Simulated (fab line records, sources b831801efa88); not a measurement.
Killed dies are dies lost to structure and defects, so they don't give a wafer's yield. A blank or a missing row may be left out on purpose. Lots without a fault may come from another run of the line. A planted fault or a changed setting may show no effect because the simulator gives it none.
Which tool did it? | flow sky130 | 13 lots, 39 wafers sampled, at 4 steps of a route of 708

WHAT THE GAUGES READ, wafer by wafer
SKY_VT_ADJUST_HVTR_CD_MEAS_07: target cd 380 nm. Usual: cd_nm 379.5 nm, standard deviation 2.3.
lot  | measured     | on        | cd_nm (nm)        | flag
L647 | day 9 18:39  | cd_sem-01 | 378.9 377.8 379.2 |
L648 | day 9 21:48  | cd_sem-02 | 379.5 381.5 383.0 |
L649 | day 10 02:55 | cd_sem-02 | 379.8 377.8 379.3 |
L651 | day 10 18:02 | cd_sem-02 | 380.1 380.2 381.9 |
L652 | day 11 03:30 | cd_sem-01 | 381.7 381.7 382.6 |
L654 | day 11 21:41 | cd_sem-01 | 380.9 379.4 381.8 |
L656 | day 12 05:51 | cd_sem-01 | 385.0 381.3 383.7 |
L659 | day 13 06:03 | cd_sem-01 | 377.9 379.8 380.6 |
L660 | day 13 14:00 | cd_sem-02 | 379.1 378.2 376.7 |
L662 | day 14 01:01 | cd_sem-01 | 381.5 377.4 380.3 |
L663 | day 14 10:57 | cd_sem-02 | 377.7 377.4 381.2 |
L665 | day 15 02:02 | cd_sem-02 | 378.7 378.8 379.9 |
L670 | day 16 15:11 | cd_sem-02 | 380.3 380.8 379.7 |

SKY_LDD_HVN_OVL_MEAS_07. Usual: LDD_HVN_OVL 0.4 nm, standard deviation 1.4.
lot  | measured     | on         | LDD_HVN_OVL (nm) | flag
L647 | day 20 18:49 | overlay-02 | -0.7 1.4 0.1     |
L648 | day 20 19:12 | overlay-02 | 1.6 0.0 1.6      |
L649 | day 21 01:49 | overlay-01 | 0.1 -0.6 2.6     |
L651 | day 22 00:31 | overlay-01 | 0.6 2.8 2.3      |
L652 | day 22 12:13 | overlay-02 | 0.3 -1.4 -1.8    |
L654 | day 23 08:40 | overlay-01 | 3.0 1.5 3.5      |
L656 | day 23 17:51 | overlay-01 | 1.2 1.4 0.7      |
L659 | day 25 02:30 | overlay-02 | 1.6 0.7 1.5      |
L660 | day 25 11:15 | overlay-01 | 1.4 -0.7 -1.5    |
L662 | day 25 23:16 | overlay-02 | 1.4 -1.0 0.4     |
L663 | day 26 08:48 | overlay-02 | 0.9 -1.2 0.5     |
L665 | day 27 03:43 | overlay-02 | 0.0 0.7 0.4      |
L670 | day 28 12:27 | overlay-02 | -0.2 -0.6 1.2    |

WHICH TOOL RAN EACH LOT (tool, then ch and the chambers of the sampled wafers, then the start)
lot  | SKY_VT_ADJUST_PCH_STRIP_09           | SKY_LDD_N_IMPLANT_10
L647 | plasma_asher-01 ch 0,1, day 10 17:34 | implanter-04 ch 0, day 18 05:47
L648 | plasma_asher-02 ch 0,1, day 10 21:10 | implanter-02 ch 0, day 18 05:55
L649 | plasma_asher-02 ch 0,1, day 11 01:59 | implanter-02 ch 0, day 18 12:08
L651 | plasma_asher-01 ch 0,1, day 11 18:34 | implanter-02 ch 0, day 19 09:47
L652 | plasma_asher-02 ch 0,1, day 12 04:10 | implanter-01 ch 0, day 19 22:26
L654 | plasma_asher-01 ch 0,1, day 12 23:35 | implanter-01 ch 0, day 20 18:29
L656 | plasma_asher-01 ch 0,1, day 13 07:35 | implanter-02 ch 0, day 21 03:44
L659 | plasma_asher-01 ch 0,1, day 14 08:20 | implanter-01 ch 0, day 22 14:02
L660 | plasma_asher-01 ch 0,1, day 14 16:25 | implanter-01 ch 0, day 22 22:13
L662 | plasma_asher-02 ch 0,1, day 15 03:50 | implanter-01 ch 0, day 23 10:41
L663 | plasma_asher-01 ch 0, day 15 14:11   | implanter-02 ch 0, day 23 18:50
L665 | plasma_asher-02 ch 0,1, day 16 05:10 | implanter-01 ch 0, day 24 16:16
L670 | plasma_asher-03 ch 0,1, day 17 20:46 | implanter-02 ch 0, day 26 02:56
- SKY_VT_ADJUST_PCH_STRIP_09: strips in O2/N2.
- SKY_LDD_N_IMPLANT_10

WHAT THE TOOLS THEMSELVES READ (means of the sampled wafers that have a number; where no wafer has one, the mark that the record gives instead)
SKY_VT_ADJUST_PCH_STRIP_09. Usual: drypump_motor_current_A 5.87 A, standard deviation 0.1; n2_flow_sccm 299.9 sccm, standard deviation 0.78; oes_product_au 0.723 a.u., standard deviation 0.0048; strip_time_to_endpoint_s 36.98 s, standard deviation 0.11.
lot  | tool            | drypump_motor_current_A (A) | n2_flow_sccm (sccm) | oes_product_au (a.u.) | strip_time_to_endpoint_s (s) | flag
L647 | plasma_asher-01 | 5.84                        | 300.0               | 0.723                 | 36.93                        |
L648 | plasma_asher-02 | 5.92                        | 301.1               | 0.724                 | 37.06                        |
L649 | plasma_asher-02 | 5.93                        | 300.2               | 0.724                 | 37.02                        |
L651 | plasma_asher-01 | 5.84                        | 300.5               | 0.723                 | 36.97                        |
L652 | plasma_asher-02 | 5.83                        | 300.8               | 0.724                 | 37.09                        |
L654 | plasma_asher-01 | 5.81                        | 299.4               | 0.719                 | 36.95                        |
L656 | plasma_asher-01 | 5.85                        | 299.9               | 0.725                 | 36.97                        |
L659 | plasma_asher-01 | 5.85                        | 299.8               | 0.717                 | 37.06                        |
L660 | plasma_asher-01 | 5.82                        | 299.8               | 0.727                 | 36.94                        |
L662 | plasma_asher-02 | 5.81                        | 299.1               | 0.725                 | 37.01                        |
L663 | plasma_asher-01 | 5.87                        | 299.1               | 0.728                 | 36.92                        |
L665 | plasma_asher-02 | 5.82                        | 300.8               | 0.720                 | 36.96                        |
L670 | plasma_asher-03 | 5.93                        | 299.6               | 0.722                 | 36.92                        |

SKY_LDD_N_IMPLANT_10. Usual: beam_energy_keV 20.000, standard deviation 0.0057; rotation_deg 203.00 degrees, standard deviation 0.037.
lot  | tool         | beam_energy_keV | rotation_deg (degrees) | flag
L647 | implanter-04 | 20.007          | 203.00                 |
L648 | implanter-02 | 20.002          | 203.02                 |
L649 | implanter-02 | 19.993          | 203.01                 |
L651 | implanter-02 | 19.997          | 203.04                 |
L652 | implanter-01 | 19.996          | 203.00                 |
L654 | implanter-01 | 19.998          | 203.02                 |
L656 | implanter-02 | 19.997          | 203.05                 |
L659 | implanter-01 | 20.005          | 202.97                 |
L660 | implanter-01 | 19.997          | 202.98                 |
L662 | implanter-01 | 18.152          | 202.97                 | OFF
L663 | implanter-02 | 19.999          | 203.01                 |
L665 | implanter-01 | 18.150          | 203.01                 | OFF
L670 | implanter-02 | 19.992          | 203.01                 |

THE ANSWER, worked out from the rows above alone
Rule: a lot is off if the mean of its wafers that have a number lies more than 3 standard deviations from the usual mean. A lot without any number at a reading at which 4 lots or more have one is off too. The other lots that the step has rows for count as sound. The gauges are gone through in route order, then the tools' own readings, and for those a lot's mean is taken as printed above. The first step at which some lot is off is used, and at that step the reading that is off furthest; a lot without a number counts as furthest.
Off: L662, L665, at SKY_LDD_N_IMPLANT_10 (beam_energy_keV).
A tool fits if, at that step or a process step before it, it ran every lot that is off, and no sound lot after the first of them. Can't be told from this: 2 tools fit, plasma_asher-02 at SKY_VT_ADJUST_PCH_STRIP_09, implanter-01 at SKY_LDD_N_IMPLANT_10.

WHAT THE SIMULATOR HAD PUT IN
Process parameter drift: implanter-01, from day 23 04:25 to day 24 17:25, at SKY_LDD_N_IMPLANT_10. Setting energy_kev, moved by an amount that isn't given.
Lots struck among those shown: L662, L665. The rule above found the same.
